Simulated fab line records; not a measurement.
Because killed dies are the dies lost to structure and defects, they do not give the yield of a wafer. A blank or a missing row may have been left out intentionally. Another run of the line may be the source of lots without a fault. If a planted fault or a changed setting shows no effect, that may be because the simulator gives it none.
fab line records    flow gf180mcu
record: lots: 24  wafers: 72  last-day: 34
route steps=602 shown V3@445 V4@481 MIM@503 V5@564
lots that met no fault: taken from a fault-free run of the same line
start-h: hours from the record's first day to the start of the lot's first wafer shown    wait-h: how many hours have passed since the lot's step before this one    " identical to the entry in the row above    L1.1+2: one row covering several wafers at once    - no value, or no start was given    * or withheld: withheld    < > ~ a bound
route shown NAME@n: NAME is a module with steps in the file, n the number in the route of the first one    usual: mean and standard deviation over wafers with no fault    same: alike in all rows    chamber/n: place in a boat    sites: each site's reading    _std_site: the values' standard deviation    _edge_site: the outer-site mean with the inner-site mean subtracted    radius-mm: how far each site lies from the wafer's centre    mask NAME#n: copy n    behind: the tool/chamber that last shaped the wafer    hold: why the lot was held/for how many hours/how that ended    device: whichever transistor did not switch (one of n, p or np)    end of line: at the end of the route, the tests of the same wafers    a step with no rows: only its recipe    killed: dies that structure and defects cost at the first sort, which is not the same as the wafer's yield    map: a wafer's dies, x killed, . not, _ none there
set.NAME: the setting as run; set.NAME@STEP: as run at that earlier step    model.NAME: the simulator's own value behind a step, which no gauge read
route steps across a sampled set of lots; one table per step, one row per wafer
services: a tool's chamber out of use, with start hour (start-h, from the record's first day; less than 0 if before it), hours out, and reason
== steps ==
step: GF_V3_ETCH_16
recipe: chemistry: N2/H2  target-depth-a: withheld  overetch-a: withheld  time-s: withheld  target: BARC  ion-energy-ev: 200  source-w: 500  bias-w: 100  pressure-mtorr: 30  n2-flow-sccm: 100  h2-flow-sccm: 200
usual: drypump-motor-current-A: 5.94/0.3  oes-product-au: 0.855/0.005  throttle-valve-pct: 13.226/0.0086
lot.wafer  tool         chamber  start-h  wait-h  drypump-motor-current-A  oes-product-au  throttle-valve-pct
L074.2     rie-diel-02  2        518.21   0.0     5.72                     0.853           13.225
L074.3     "            0        "        "       6.06                     0.849           13.224
L074.6     "            0        "        "       6.04                     0.855           13.241
L075.2     rie-diel-02  0        520.12   0.0     6.03                     0.855           13.224
L075.3     "            2        "        "       5.73                     0.859           13.228
L075.4     "            3        "        "       6.18                     0.859           13.234
L076.1     rie-diel-01  2        529.42   0.0     6.09                     0.860           13.211
L076.5     "            1        "        "       6.66                     0.855           13.215
L076.6     "            0        "        "       5.59                     0.858           13.224
L077.3     rie-diel-01  2        537.57   0.0     6.10                     0.857           13.228
L077.4     "            0        "        "       5.58                     0.852           13.240
L077.6     "            2        "        "       6.11                     0.848           13.245
L078.2     rie-diel-04  0        547.37   0.0     5.95                     0.855           13.227
L078.4     "            2        "        "       6.24                     0.862           13.229
L078.6     "            1        "        "       5.79                     0.855           13.239
L080.3     rie-diel-04  2        568.37   0.0     6.24                     0.862           13.230
L080.4     "            1        "        "       5.82                     0.852           13.219
L080.5     "            2        "        "       6.23                     0.851           13.231
L079.2     rie-diel-04  3        570.22   0.0     5.56                     0.856           13.234
L079.5     "            0        "        "       5.99                     0.850           13.220
L079.6     "            3        "        "       5.56                     0.855           13.233
L081.3     rie-diel-02  3        577.87   0.0     6.20                     0.853           13.228
L081.5     "            0        "        "       6.09                     0.850           13.230
L081.6     "            3        "        "       6.20                     0.860           13.227
L082.2     rie-diel-04  0        581.85   0.0     6.02                     0.856           13.218
L082.3     "            1        "        "       5.81                     0.862           13.244
L082.5     "            1        "        "       5.81                     0.850           13.228
L083.2     rie-diel-04  2        598.22   0.0     6.23                     0.859           13.218
L083.3     "            0        "        "       6.04                     0.857           13.233
L083.6     "            0        "        "       6.01                     0.855           13.210
L084.3     rie-diel-01  1        605.90   0.0     6.64                     0.855           13.232
L084.5     "            1        "        "       6.70                     0.853           13.231
L084.6     "            0        "        "       5.59                     0.856           13.213
L085.1     rie-diel-02  2        612.95   0.0     5.77                     0.853           13.230
L085.3     "            1        "        "       5.65                     0.848           13.231
L085.6     "            1        "        "       5.68                     0.846           13.219
L086.1     rie-diel-02  0        618.50   0.0     6.07                     0.856           13.213
L086.5     "            1        "        "       5.68                     0.862           13.222
L086.6     "            0        "        "       6.06                     0.859           13.227
L087.1     rie-diel-02  0        629.37   0.0     6.06                     0.845           13.221
L087.5     "            1        "        "       5.66                     0.852           13.231
L087.6     "            0        "        "       6.09                     0.858           13.219
L088.3     rie-diel-04  0        630.85   0.0     5.99                     0.854           13.227
L088.4     "            1        "        "       5.77                     0.852           13.220
L088.6     "            0        "        "       5.97                     0.856           13.233
L089.1     rie-diel-01  1        642.72   0.0     6.68                     0.847           13.198
L089.5     "            1        "        "       6.65                     0.855           13.227
L089.6     "            3        "        "       5.70                     0.851           13.230
L090.3     rie-diel-02  3        653.12   0.0     6.20                     0.859           13.221
L090.5     "            3        "        "       6.18                     0.863           13.228
L090.6     "            2        "        "       5.75                     0.859           13.226
L091.4     rie-diel-04  1        659.17   0.0     5.80                     0.854           13.218
L091.5     "            0        "        "       6.01                     0.857           13.225
L091.6     "            3        "        "       5.56                     0.858           13.243
L092.3     rie-diel-02  2        664.72   0.0     5.76                     0.849           13.224
L092.4     "            0        "        "       6.09                     0.848           13.223
L092.6     "            3        "        "       6.19                     0.862           13.224
L094.2     rie-diel-02  0        669.22   0.0     6.06                     0.858           13.217
L094.5     "            2        "        "       5.73                     0.860           13.236
L094.6     "            3        "        "       6.18                     0.860           13.228
L093.1     rie-diel-04  0        674.27   0.0     5.96                     0.856           13.224
L093.3     "            1        "        "       5.80                     0.857           13.221
L093.5     "            3        "        "       5.56                     0.851           13.229
L095.2     rie-diel-02  0        680.35   0.0     6.07                     0.853           13.240
L095.5     "            0        "        "       6.06                     0.851           13.228
L095.6     "            3        "        "       6.18                     0.858           13.221
L096.1     rie-diel-01  3        688.57   0.0     5.67                     0.853           13.221
L096.4     "            0        "        "       5.58                     0.857           13.216
L096.5     "            1        "        "       6.67                     0.862           13.222
L097.1     rie-diel-02  1        692.00   0.0     5.67                     0.861           13.228
L097.4     "            1        "        "       5.68                     0.854           13.221
L097.5     "            3        "        "       6.19                     0.851           13.238
step: GF_V3_SPUTTER_22
recipe: material: TiN  target-thk-nm: 10  chamber-pressure-pa: 5  power-w: 4000  time-s: 40
usual: throttle-valve-pct: 30.4/0.78
lot.wafer  tool            chamber  start-h  wait-h  throttle-valve-pct
L074.2     pvd-sputter-03  -        518.93   0.0     29.2
L074.3     "               -        "        "       29.3
L074.6     "               -        "        "       29.2
L075.2     pvd-sputter-04  -        520.94   0.0     30.9
L075.3     "               -        "        "       31.1
L075.4     "               -        "        "       31.0
L076.1     pvd-sputter-02  -        530.51   0.0     31.1
L076.5     "               -        "        "       29.1
L076.6     "               -        "        "       31.2
L077.3     pvd-sputter-04  -        538.31   0.0     30.6
L077.4     "               -        "        "       30.9
L077.6     "               -        "        "       31.1
L078.2     pvd-sputter-02  -        548.09   0.0     29.7
L078.4     "               -        "        "       30.2
L078.6     "               -        "        "       30.6
L080.3     pvd-sputter-03  -        569.09   0.0     29.3
L080.4     "               -        "        "       30.8
L080.5     "               -        "        "       31.5
L079.2     pvd-sputter-04  -        570.97   0.0     30.6
L079.5     "               -        "        "       30.7
L079.6     "               -        "        "       30.6
L081.3     pvd-sputter-04  -        578.59   0.0     30.9
L081.5     "               -        "        "       30.6
L081.6     "               -        "        "       30.8
L082.2     pvd-sputter-02  -        582.57   0.0     30.3
L082.3     "               -        "        "       29.7
L082.5     "               -        "        "       30.2
L083.2     pvd-sputter-02  -        598.98   0.0     28.8
L083.3     "               -        "        "       30.0
L083.6     "               -        "        "       29.8
L084.3     pvd-sputter-02  -        606.66   0.0     29.7
L084.5     "               -        "        "       30.9
L084.6     "               -        "        "       29.1
L085.1     pvd-sputter-04  -        613.67   0.0     30.7
L085.3     "               -        "        "       30.6
L085.6     "               -        "        "       31.0
L086.1     pvd-sputter-02  -        619.22   0.0     30.9
L086.5     "               -        "        "       29.0
L086.6     "               -        "        "       29.8
L087.1     pvd-sputter-03  -        630.10   0.0     29.4
L087.5     "               -        "        "       29.4
L087.6     "               -        "        "       28.8
L088.3     pvd-sputter-04  -        631.57   0.0     31.1
L088.4     "               -        "        "       30.6
L088.6     "               -        "        "       31.1
L089.1     pvd-sputter-03  -        643.48   0.0     30.6
L089.5     "               -        "        "       29.3
L089.6     "               -        "        "       29.1
L090.3     pvd-sputter-03  -        653.87   0.0     31.0
L090.5     "               -        "        "       30.9
L090.6     "               -        "        "       29.4
L091.4     pvd-sputter-02  -        659.89   0.0     30.1
L091.5     "               -        "        "       30.2
L091.6     "               -        "        "       30.5
L092.3     pvd-sputter-04  -        665.44   0.0     30.8
L092.4     "               -        "        "       31.2
L092.6     "               -        "        "       30.8
L094.2     pvd-sputter-02  -        670.42   0.0     30.0
L094.5     "               -        "        "       30.9
L094.6     "               -        "        "       28.9
L093.1     pvd-sputter-04  -        675.34   0.0     30.9
L093.3     "               -        "        "       30.8
L093.5     "               -        "        "       30.5
L095.2     pvd-sputter-03  -        681.10   0.0     29.4
L095.5     "               -        "        "       30.8
L095.6     "               -        "        "       28.9
L096.1     pvd-sputter-04  -        689.33   0.0     31.1
L096.4     "               -        "        "       30.9
L096.5     "               -        "        "       30.6
L097.1     pvd-sputter-04  -        692.72   0.0     30.7
L097.4     "               -        "        "       30.7
L097.5     "               -        "        "       31.2
step: GF_V4_BOW_MEAS_05
recipe: mode: bow
usual: V4_BOW: 136/8.3
lot.wafer  tool           chamber  start-h  wait-h  V4_BOW[um]
L074.2     film-metro-04  -        544.32   0.2     150
L074.3     "              -        "        "       139
L074.6     "              -        "        "       139
L075.2     film-metro-01  -        546.10   0.1     138
L075.3     "              -        "        "       140
L075.4     "              -        "        "       141
L076.1     film-metro-04  -        555.14   0.2     128
L076.5     "              -        "        "       122
L076.6     "              -        "        "       128
L077.3     film-metro-04  -        564.09   0.2     128
L077.4     "              -        "        "       149
L077.6     "              -        "        "       137
L078.2     film-metro-01  -        572.61   0.2     133
L078.4     "              -        "        "       148
L078.6     "              -        "        "       147
L080.3     film-metro-04  -        593.20   0.2     130
L080.4     "              -        "        "       127
L080.5     "              -        "        "       128
L079.2     film-metro-02  -        595.00   0.3     134
L079.5     "              -        "        "       144
L079.6     "              -        "        "       136
L081.3     film-metro-02  -        602.47   0.3     123
L081.5     "              -        "        "       136
L081.6     "              -        "        "       141
L082.2     film-metro-04  -        606.15   0.2     139
L082.3     "              -        "        "       138
L082.5     "              -        "        "       135
L083.2     film-metro-02  -        622.16   0.1     138
L083.3     "              -        "        "       141
L083.6     "              -        "        "       149
L084.3     film-metro-02  -        629.20   0.2     139
L084.5     "              -        "        "       134
L084.6     "              -        "        "       137
L085.1     film-metro-01  -        636.09   0.1     133
L085.3     "              -        "        "       123
L085.6     "              -        "        "       109
L086.1     film-metro-04  -        641.55   0.2     125
L086.5     "              -        "        "       132
L086.6     "              -        "        "       127
L087.1     film-metro-02  -        652.12   0.2     139
L087.5     "              -        "        "       123
L087.6     "              -        "        "       131
L088.3     film-metro-01  -        653.69   0.1     145
L088.4     "              -        "        "       142
L088.6     "              -        "        "       139
L089.1     film-metro-01  -        665.62   0.2     124
L089.5     "              -        "        "       126
L089.6     "              -        "        "       136
L090.3     film-metro-01  -        675.92   0.3     132
L090.5     "              -        "        "       128
L090.6     "              -        "        "       141
L091.4     film-metro-02  -        681.69   0.2     137
L091.5     "              -        "        "       138
L091.6     "              -        "        "       130
L092.3     film-metro-01  -        686.98   0.3     125
L092.4     "              -        "        "       127
L092.6     "              -        "        "       125
L094.2     film-metro-01  -        691.49   0.2     147
L094.5     "              -        "        "       130
L094.6     "              -        "        "       146
L093.1     film-metro-01  -        696.39   0.2     148
L093.3     "              -        "        "       136
L093.5     "              -        "        "       149
L095.2     film-metro-02  -        701.96   0.2     142
L095.5     "              -        "        "       130
L095.6     "              -        "        "       137
L096.1     film-metro-04  -        710.27   0.2     139
L096.4     "              -        "        "       148
L096.5     "              -        "        "       144
L097.1     film-metro-01  -        712.53   0.2     139
L097.4     "              -        "        "       130
L097.5     "              -        "        "       123
step: GF_V4_RS_MEAS_24
recipe: thk-meas-gauge: four-point-probe  reads: W_of_V4_CVD_23+TiN_of_V4_SPUTTER_22+Ti_of_V4_SPUTTER_21
usual: V4_W_RS: 0.327/0.0051
lot.wafer  tool           chamber  start-h  wait-h  V4_W_RS[ohm/sq]
L074.2     film-metro-04  -        569.24   0.1     0.326
L074.3     "              -        "        "       0.321
L074.6     "              -        "        "       0.333
L075.2     film-metro-01  -        569.25   0.1     0.333
L075.3     "              -        "        "       0.334
L075.4     "              -        "        "       0.322
L076.1     film-metro-04  -        578.41   0.1     0.331
L076.5     "              -        "        "       0.323
L076.6     "              -        "        "       0.333
L077.3     film-metro-04  -        587.09   0.1     0.335
L077.4     "              -        "        "       0.323
L077.6     "              -        "        "       0.322
L078.2     film-metro-02  -        595.36   0.1     0.325
L078.4     "              -        "        "       0.330
L078.6     "              -        "        "       0.330
L080.3     film-metro-02  -        615.30   0.1     0.328
L080.4     "              -        "        "       0.321
L080.5     "              -        "        "       0.329
L079.2     film-metro-02  -        617.18   0.1     0.317
L079.5     "              -        "        "       0.320
L079.6     "              -        "        "       0.324
L081.3     film-metro-04  -        623.97   0.1     0.328
L081.5     "              -        "        "       0.337
L081.6     "              -        "        "       0.323
L082.2     film-metro-02  -        628.13   0.1     0.338
L082.3     "              -        "        "       0.337
L082.5     "              -        "        "       0.337
L083.2     film-metro-01  -        643.30   0.1     0.322
L083.3     "              -        "        "       0.323
L083.6     "              -        "        "       0.328
L084.3     film-metro-04  -        650.01   0.1     0.333
L084.5     "              -        "        "       0.333
L084.6     "              -        "        "       0.324
L085.1     film-metro-01  -        657.07   0.1     0.323
L085.3     "              -        "        "       0.323
L085.6     "              -        "        "       0.323
L086.1     film-metro-04  -        663.01   0.1     0.321
L086.5     "              -        "        "       0.329
L086.6     "              -        "        "       0.317
L087.1     film-metro-01  -        672.43   0.1     0.333
L087.5     "              -        "        "       0.322
L087.6     "              -        "        "       0.333
L088.3     film-metro-04  -        674.04   0.1     0.327
L088.4     "              -        "        "       0.324
L088.6     "              -        "        "       0.320
L089.1     film-metro-04  -        685.94   0.1     0.332
L089.5     "              -        "        "       0.325
L089.6     "              -        "        "       0.329
L090.3     film-metro-02  -        695.97   0.1     0.327
L090.5     "              -        "        "       0.322
L090.6     "              -        "        "       0.327
L091.4     film-metro-01  -        701.76   0.1     0.322
L091.5     "              -        "        "       0.323
L091.6     "              -        "        "       0.328
L092.3     film-metro-01  -        706.49   0.1     0.337
L092.4     "              -        "        "       0.327
L092.6     "              -        "        "       0.322
L094.2     film-metro-01  -        710.99   0.1     0.323
L094.5     "              -        "        "       0.327
L094.6     "              -        "        "       0.318
L093.1     film-metro-01  -        716.26   0.1     0.322
L093.3     "              -        "        "       0.335
L093.5     "              -        "        "       0.321
L095.2     film-metro-02  -        721.20   0.1     0.324
L095.5     "              -        "        "       0.333
L095.6     "              -        "        "       0.322
L096.1     film-metro-04  -        729.50   0.1     0.330
L096.4     "              -        "        "       0.331
L096.5     "              -        "        "       0.321
L097.1     film-metro-04  -        731.82   0.2     0.329
L097.4     "              -        "        "       0.328
L097.5     "              -        "        "       0.325
step: GF_MIM_SPUTTER_00
recipe: material: Ti  target-thk-nm: 37.5  arriving-ion-energy-ev: 80  substrate-temp-c: 200  chamber-pressure-pa: 2  power-w: 4000  time-s: 150
usual: throttle-valve-pct: 30.6/1
lot.wafer  tool            chamber  start-h  wait-h  throttle-valve-pct
L074.2     pvd-sputter-02  -        569.70   0.2     30.0
L074.3     "               -        "        "       29.1
L074.6     "               -        "        "       31.0
L075.2     pvd-sputter-03  -        569.71   0.1     29.4
L075.3     "               -        "        "       29.0
L075.4     "               -        "        "       30.7
L076.1     pvd-sputter-01  -        578.89   0.2     30.8
L076.5     "               -        "        "       30.4
L076.6     "               -        "        "       30.8
L077.3     pvd-sputter-03  -        587.53   0.2     29.1
L077.4     "               -        "        "       31.1
L077.6     "               -        "        "       29.4
L078.2     pvd-sputter-01  -        595.82   0.1     32.6
L078.4     "               -        "        "       30.6
L078.6     "               -        "        "       32.6
L080.3     pvd-sputter-01  -        615.74   0.1     30.8
L080.4     "               -        "        "       30.7
L080.5     "               -        "        "       30.6
L079.2     pvd-sputter-01  -        617.64   0.1     30.8
L079.5     "               -        "        "       30.7
L079.6     "               -        "        "       32.5
L081.3     pvd-sputter-01  -        624.41   0.1     30.9
L081.5     "               -        "        "       30.5
L081.6     "               -        "        "       30.4
L082.2     pvd-sputter-03  -        628.59   0.2     29.5
L082.3     "               -        "        "       29.3
L082.5     "               -        "        "       29.4
L083.2     pvd-sputter-01  -        643.76   0.2     30.8
L083.3     "               -        "        "       30.7
L083.6     "               -        "        "       30.3
L084.3     pvd-sputter-02  -        650.45   0.1     28.8
L084.5     "               -        "        "       29.9
L084.6     "               -        "        "       30.1
L085.1     pvd-sputter-02  -        657.55   0.1     30.9
L085.3     "               -        "        "       29.5
L085.6     "               -        "        "       30.4
L086.1     pvd-sputter-01  -        663.49   0.1     30.5
L086.5     "               -        "        "       30.4
L086.6     "               -        "        "       30.8
L087.1     pvd-sputter-01  -        672.91   0.2     30.7
L087.5     "               -        "        "       31.0
L087.6     "               -        "        "       30.5
L088.3     pvd-sputter-03  -        674.48   0.1     31.3
L088.4     "               -        "        "       30.9
L088.6     "               -        "        "       29.2
L089.1     pvd-sputter-02  -        686.42   0.2     30.0
L089.5     "               -        "        "       30.4
L089.6     "               -        "        "       31.0
L090.3     pvd-sputter-01  -        696.41   0.1     30.3
L090.5     "               -        "        "       31.1
L090.6     "               -        "        "       30.3
L091.4     pvd-sputter-03  -        702.18   0.2     29.1
L091.5     "               -        "        "       30.9
L091.6     "               -        "        "       31.6
L092.3     pvd-sputter-02  -        706.93   0.1     29.9
L092.4     "               -        "        "       28.6
L092.6     "               -        "        "       29.7
L094.2     pvd-sputter-01  -        711.45   0.2     32.6
L094.5     "               -        "        "       32.7
L094.6     "               -        "        "       30.6
L093.1     pvd-sputter-01  -        716.74   0.1     30.6
L093.3     "               -        "        "       30.7
L093.5     "               -        "        "       31.0
L095.2     pvd-sputter-01  -        721.66   0.2     30.6
L095.5     "               -        "        "       30.5
L095.6     "               -        "        "       30.6
L096.1     pvd-sputter-03  -        729.98   0.1     29.5
L096.4     "               -        "        "       31.2
L096.5     "               -        "        "       31.5
L097.1     pvd-sputter-03  -        732.30   0.2     30.9
L097.4     "               -        "        "       29.2
L097.5     "               -        "        "       31.3
step: GF_V5_RS_MEAS_24
recipe: thk-meas-gauge: four-point-probe  reads: W_of_V5_CVD_23+TiN_of_V5_SPUTTER_22+Ti_of_V5_SPUTTER_21
usual: V5_W_RS: 0.324/0.0038
lot.wafer  tool           chamber  start-h  wait-h  V5_W_RS[ohm/sq]
L074.2     film-metro-01  -        635.63   0.1     0.325
L074.3     "              -        "        "       0.321
L074.6     "              -        "        "       0.319
L075.2     film-metro-03  -        635.99   0.1     0.327
L075.3     "              -        "        "       0.324
L075.4     "              -        "        "       0.324
L076.1     film-metro-01  -        644.31   0.1     0.322
L076.5     "              -        "        "       0.320
L076.6     "              -        "        "       0.319
L077.3     film-metro-03  -        652.16   0.1     0.327
L077.4     "              -        "        "       0.331
L077.6     "              -        "        "       0.328
L078.2     film-metro-02  -        660.40   0.1     0.326
L078.4     "              -        "        "       0.330
L078.6     "              -        "        "       0.330
L080.3     film-metro-03  -        679.17   0.1     0.328
L080.4     "              -        "        "       0.322
L080.5     "              -        "        "       0.332
L079.2     film-metro-03  -        680.18   0.1     0.323
L079.5     "              -        "        "       0.326
L079.6     "              -        "        "       0.334
L081.3     film-metro-03  -        687.03   0.1     0.320
L081.5     "              -        "        "       0.316
L081.6     "              -        "        "       0.321
L082.2     film-metro-02  -        689.87   0.1     0.327
L082.3     "              -        "        "       0.323
L082.5     "              -        "        "       0.327
L083.2     film-metro-02  -        704.14   0.1     0.323
L083.3     "              -        "        "       0.325
L083.6     "              -        "        "       0.323
L084.3     film-metro-03  -        709.24   0.1     0.327
L084.5     "              -        "        "       0.327
L084.6     "              -        "        "       0.321
L085.1     film-metro-03  -        716.73   0.1     0.326
L085.3     "              -        "        "       0.327
L085.6     "              -        "        "       0.326
L086.1     film-metro-02  -        723.18   0.1     0.322
L086.5     "              -        "        "       0.328
L086.6     "              -        "        "       0.321
L087.1     film-metro-02  -        731.16   0.1     0.328
L087.5     "              -        "        "       0.328
L087.6     "              -        "        "       0.324
L088.3     film-metro-03  -        732.41   0.1     0.328
L088.4     "              -        "        "       0.319
L088.6     "              -        "        "       0.320
L089.1     film-metro-01  -        743.93   0.1     0.324
L089.5     "              -        "        "       0.323
L089.6     "              -        "        "       0.330
L090.3     film-metro-03  -        753.45   0.1     0.318
L090.5     "              -        "        "       0.320
L090.6     "              -        "        "       0.327
L091.4     film-metro-03  -        758.25   0.1     0.324
L091.5     "              -        "        "       0.322
L091.6     "              -        "        "       0.320
L092.3     film-metro-02  -        762.91   0.2     0.321
L092.4     "              -        "        "       0.325
L092.6     "              -        "        "       0.321
L094.2     film-metro-03  -        766.03   0.1     0.319
L094.5     "              -        "        "       0.316
L094.6     "              -        "        "       0.323
L093.1     film-metro-03  -        770.84   0.2     0.322
L093.3     "              -        "        "       0.324
L093.5     "              -        "        "       0.323
L095.2     film-metro-03  -        774.31   0.1     0.325
L095.5     "              -        "        "       0.328
L095.6     "              -        "        "       0.321
L096.1     film-metro-02  -        783.16   0.1     0.321
L096.4     "              -        "        "       0.328
L096.5     "              -        "        "       0.320
L097.1     film-metro-03  -        785.02   0.2     0.322
L097.4     "              -        "        "       0.326
L097.5     "              -        "        "       0.325
== services ==
tool            chamber  start-h  hours  kind
pvd-sputter-03  -        546.01   3.2    repair
pvd-sputter-02  2        551.69   -      consumable-replace:kit
pvd-sputter-02  2        551.69   18.0   scheduled-down
pvd-sputter-02  2        551.69   18.0   vent-cycle
rie-diel-01     2        563.97   94.4   repair
rie-diel-04     1        568.48   3.2    repair
pvd-sputter-03  -        574.42   1.6    repair
pvd-sputter-01  3        589.88   -      consumable-replace:kit
pvd-sputter-01  3        589.88   18.0   scheduled-down
rie-diel-02     3        593.62   20.9   repair
pvd-sputter-03  -        594.66   24.6   repair
rie-diel-01     0        597.90   2.9    repair
rie-diel-01     -        598.04   1.6    repair
rie-diel-02     2        626.34   8.0    repair
pvd-sputter-03  2        636.31   -      consumable-replace:kit
pvd-sputter-03  2        636.31   18.0   scheduled-down
pvd-sputter-03  2        636.31   18.0   vent-cycle
rie-diel-04     1        647.04   8.9    repair
pvd-sputter-02  -        647.36   2.6    repair
rie-diel-01     0        648.63   5.1    repair
rie-diel-02     2        669.66   23.0   repair
rie-diel-01     1        711.46   8.7    repair
pvd-sputter-04  -        719.15   1.1    repair
rie-diel-04     2        729.38   4.3    repair
== key ==
fault none
